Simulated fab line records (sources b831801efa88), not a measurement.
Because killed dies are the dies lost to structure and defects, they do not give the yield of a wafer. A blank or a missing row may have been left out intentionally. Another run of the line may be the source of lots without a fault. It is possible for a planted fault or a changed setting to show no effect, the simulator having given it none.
Matching of chambers -- flow sky130 -- 4 sister chambers for SKY_VIA1_CMP_02 on cmp-02
The step polishes SiO2. 14 wafers are shown with their chamber, then 7 later ones without.

WAFERS PAIRED WITH THEIR CHAMBERS
wafer,chamber,motor-current-A (A),slurry-flow-ml-min
L731.1,1,13.2,150.2
L731.2,0,10.8,149.4
L731.4,3,11.0,150.3
L732.1,1,13.5,149.3
L732.4,2,12.0,150.0
L732.5,3,11.8,149.4
L734.3,3,11.5,150.0
L734.4,1,13.1,149.5
L734.5,3,11.1,150.4
L735.3,2,11.6,150.0
L735.4,0,11.4,150.5
L735.5,2,12.0,150.7
L745.3,2,11.5,149.9
L745.4,3,11.1,150.5

SIGNATURES (means of the wafers above)
reading,chamber 0,chamber 1,chamber 2,chamber 3,scatter within a chamber
motor-current-A,11.100,13.267,11.775,11.300,0.306
slurry-flow-ml-min,149.950,149.667,150.150,150.120,0.474
Rule: a wafer's distance from a chamber is the root of the sum, over the readings, of the square of ((its reading less the chamber's mean) divided by the reading's scatter). The wafer belongs to the nearest chamber; if the next one is less than 2 further off, it can't be placed. How the scatter is found: for the shown wafers, subtract from each reading the mean of its chamber, square and add these, divide the total by (wafers less chambers), then take the root.

WAFERS WITHOUT THEIR CHAMBER
wafer,motor-current-A (A),slurry-flow-ml-min
L745.6,10.8,149.5
L748.1,11.4,149.3
L748.4,11.3,149.6
L748.6,11.9,149.7
L752.4,11.5,149.9
L752.5,11.1,150.2
L752.6,10.4,149.7

EACH ONE'S CHAMBER
wafer,from the rows above,in truth
L745.6,can't be placed: 0 or 3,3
L748.1,can't be placed: 0 or 3 or 2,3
L748.4,can't be placed: 0 or 3 or 2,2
L748.6,can't be placed: 2 or 3 or 0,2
L752.4,can't be placed: 3 or 2 or 0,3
L752.5,can't be placed: 0 or 3 or 2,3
L752.6,can't be placed: 0 or 3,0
Placed correctly: 0 of 7. Not placeable from these rows: 7 (in 7, the candidates include the true chamber). Number placed wrongly: 0.
